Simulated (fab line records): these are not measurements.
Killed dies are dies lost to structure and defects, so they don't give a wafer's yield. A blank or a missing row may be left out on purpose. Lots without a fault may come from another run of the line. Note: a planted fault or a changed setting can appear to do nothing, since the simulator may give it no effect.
What tool caused it? :: flow gf180mcu :: 12 lots, 36 wafers sampled, at 4 steps of a route of 602

WHAT THE GAUGES SHOWED, per wafer
GF_SAB_OVL_MEAS_10.
lot: L447
measured: day 15 07:23
on: overlay-02
SAB_OVL (nm): -0.7 -0.7 -1.6

lot: L450
measured: day 16 18:52
on: overlay-01
SAB_OVL (nm): 0.1 0.0 -1.3

lot: L449
measured: day 16 23:17
on: overlay-02
SAB_OVL (nm): 3.6 0.3 -1.3

lot: L451
measured: day 17 05:49
on: overlay-02
SAB_OVL (nm): 0.4 3.7 3.6

lot: L455
measured: day 18 23:10
on: overlay-01
SAB_OVL (nm): -2.0 1.3 -0.3

lot: L459
measured: day 20 02:01
on: overlay-02
SAB_OVL (nm): 1.1 -0.1 -1.5

lot: L464
measured: day 21 13:05
on: overlay-02
SAB_OVL (nm): 2.1 3.8 2.6

lot: L466
measured: day 22 12:14
on: overlay-02
SAB_OVL (nm): -0.2 -1.4 0.1

lot: L467
measured: day 22 18:00
on: overlay-02
SAB_OVL (nm): -0.3 -0.1 0.2

lot: L468
measured: day 23 05:32
on: overlay-02
SAB_OVL (nm): 0.3 -1.2 2.1

lot: L469
measured: day 23 10:34
on: overlay-01
SAB_OVL (nm): 1.2 0.0 0.9

lot: L470
measured: day 23 17:35
on: overlay-01
SAB_OVL (nm): 2.0 0.4 1.1

GF_CONTACT_OVL_MEAS_15.
lot: L447
measured: day 16 07:29
on: overlay-02
CONTACT_OVL (nm): 4 6 7

lot: L450
measured: day 17 19:46
on: overlay-02
CONTACT_OVL (nm): 5 3 10

lot: L449
measured: day 18 00:43
on: overlay-01
CONTACT_OVL (nm): 7 3 -1

lot: L451
measured: day 18 07:19
on: overlay-02
CONTACT_OVL (nm): 4 1 3

lot: L455
measured: day 20 02:02
on: overlay-01
CONTACT_OVL (nm): -8 -4 -7

lot: L459
measured: day 21 04:29
on: overlay-02
CONTACT_OVL (nm): 0 -5 5

lot: L464
measured: day 22 14:08
on: overlay-01
CONTACT_OVL (nm): -3 4 -1

lot: L466
measured: day 23 12:14
on: overlay-01
CONTACT_OVL (nm): 3 4 3

lot: L467
measured: day 23 19:28
on: overlay-01
CONTACT_OVL (nm): 3 -2 -4

lot: L468
measured: day 24 05:56
on: overlay-02
CONTACT_OVL (nm): -14 -13 -10

lot: L469
measured: day 24 11:26
on: overlay-02
CONTACT_OVL (nm): -5 -10 -9

lot: L470
measured: day 24 17:41
on: overlay-01
CONTACT_OVL (nm): -4 5 3

GF_V1_THK_MEAS_03.
lot: L447
measured: day 17 08:45
on: film-metro-03
V1_CVD_02_THK (nm): 841 862 863

lot: L450
measured: day 18 22:06
on: film-metro-02
V1_CVD_02_THK (nm): 831 876 851

lot: L449
measured: day 19 02:52
on: film-metro-02
V1_CVD_02_THK (nm): 856 863 861

lot: L451
measured: day 19 10:37
on: film-metro-01
V1_CVD_02_THK (nm): 850 848 868

lot: L455
measured: day 21 05:10
on: film-metro-03
V1_CVD_02_THK (nm): 811 811 867

lot: L459
measured: day 22 07:37
on: film-metro-01
V1_CVD_02_THK (nm): 841 823 864

lot: L464
measured: day 23 15:22
on: film-metro-01
V1_CVD_02_THK (nm): 830 828 840

lot: L466
measured: day 24 13:29
on: film-metro-02
V1_CVD_02_THK (nm): 836 838 848

lot: L467
measured: day 24 20:22
on: film-metro-01
V1_CVD_02_THK (nm): 845 873 864

lot: L468
measured: day 25 06:29
on: film-metro-03
V1_CVD_02_THK (nm): 823 851 856

lot: L469
measured: day 25 12:04
on: film-metro-01
V1_CVD_02_THK (nm): 854 861 852

lot: L470
measured: day 25 17:44
on: film-metro-01
V1_CVD_02_THK (nm): 845 838 858

EACH LOT AND THE TOOL THAT RAN IT (in order: tool; ch and the chambers of the sampled wafers; start)
lot: L447
GF_V1_CVD_02: pecvd-02 ch 1,2, day 17 08:40

lot: L450
GF_V1_CVD_02: pecvd-02 ch 0,1,2, day 18 21:59

lot: L449
GF_V1_CVD_02: pecvd-04 ch 1,2, day 19 02:48

lot: L451
GF_V1_CVD_02: pecvd-02 ch 0,1, day 19 10:32

lot: L455
GF_V1_CVD_02: pecvd-02 ch 0,2, day 21 05:04

lot: L459
GF_V1_CVD_02: pecvd-02 ch 0,2, day 22 07:31

lot: L464
GF_V1_CVD_02: pecvd-01 ch 0,1, day 23 15:17

lot: L466
GF_V1_CVD_02: pecvd-01 ch 0,1, day 24 13:24

lot: L467
GF_V1_CVD_02: pecvd-02 ch 0,2, day 24 20:15

lot: L468
GF_V1_CVD_02: pecvd-01 ch 0,1,2, day 25 06:24

lot: L469
GF_V1_CVD_02: pecvd-02 ch 0,2, day 25 11:58

lot: L470
GF_V1_CVD_02: pecvd-04 ch 1,2, day 25 17:39
- GF_V1_CVD_02: deposits SiO2 from TEOS, target thk 850 nm, time 94.851 s.

WHAT THE TOOLS THEMSELVES READ (means of the sampled wafers that have a number; where no wafer has one, the mark that the record gives instead)
GF_V1_CVD_02.
lot: L447
tool: pecvd-02
heater-power-w (W): 767
rf-fwd-power-W (W): 597.0

lot: L450
tool: pecvd-02
heater-power-w (W): 714
rf-fwd-power-W (W): 595.1

lot: L449
tool: pecvd-04
heater-power-w (W): 735
rf-fwd-power-W (W): 593.8

lot: L451
tool: pecvd-02
heater-power-w (W): 646
rf-fwd-power-W (W): 596.3

lot: L455
tool: pecvd-02
heater-power-w (W): 653
rf-fwd-power-W (W): 530.4

lot: L459
tool: pecvd-02
heater-power-w (W): 646
rf-fwd-power-W (W): 563.8

lot: L464
tool: pecvd-01
heater-power-w (W): 628
rf-fwd-power-W (W): 596.7

lot: L466
tool: pecvd-01
heater-power-w (W): 615
rf-fwd-power-W (W): 595.8

lot: L467
tool: pecvd-02
heater-power-w (W): 599
rf-fwd-power-W (W): 598.3

lot: L468
tool: pecvd-01
heater-power-w (W): 595
rf-fwd-power-W (W): 596.1

lot: L469
tool: pecvd-02
heater-power-w (W): 650
rf-fwd-power-W (W): 595.7

lot: L470
tool: pecvd-04
heater-power-w (W): 766
rf-fwd-power-W (W): 593.8

THE ANSWER, worked out from the rows above alone
Rule: usual is defined by the lots themselves. The widest of any qualifying gaps counts: lots, ordered by their means at a reading, are off when they make up no more than a third of the lots, leave a main group of 4 or more, and stand apart from it by 3 or more times the standard deviation of that group's means. Not used: any main group whose means are identical at the precision the tables above print for the reading. A lot without any number at a reading at which 4 lots or more have one is off too. The other lots that the step has rows for count as sound. Order of review: gauges by route order, followed by the tools' own readings, for which a lot's mean as printed above is used. At the first step where some lot is off, the reading lying furthest off is the one used; lots without a number count as furthest.
Off, at GF_V1_CVD_02 on rf-fwd-power-W: L455, L459. The main group: mean 595.9 W, standard deviation 1.3.
If a tool, at that step or one of the process steps before it, ran each lot that is off and ran no sound lot following the first of them, it fits. Not one of the candidates tried fits.

WHAT WAS PUT IN BY THE SIMULATOR
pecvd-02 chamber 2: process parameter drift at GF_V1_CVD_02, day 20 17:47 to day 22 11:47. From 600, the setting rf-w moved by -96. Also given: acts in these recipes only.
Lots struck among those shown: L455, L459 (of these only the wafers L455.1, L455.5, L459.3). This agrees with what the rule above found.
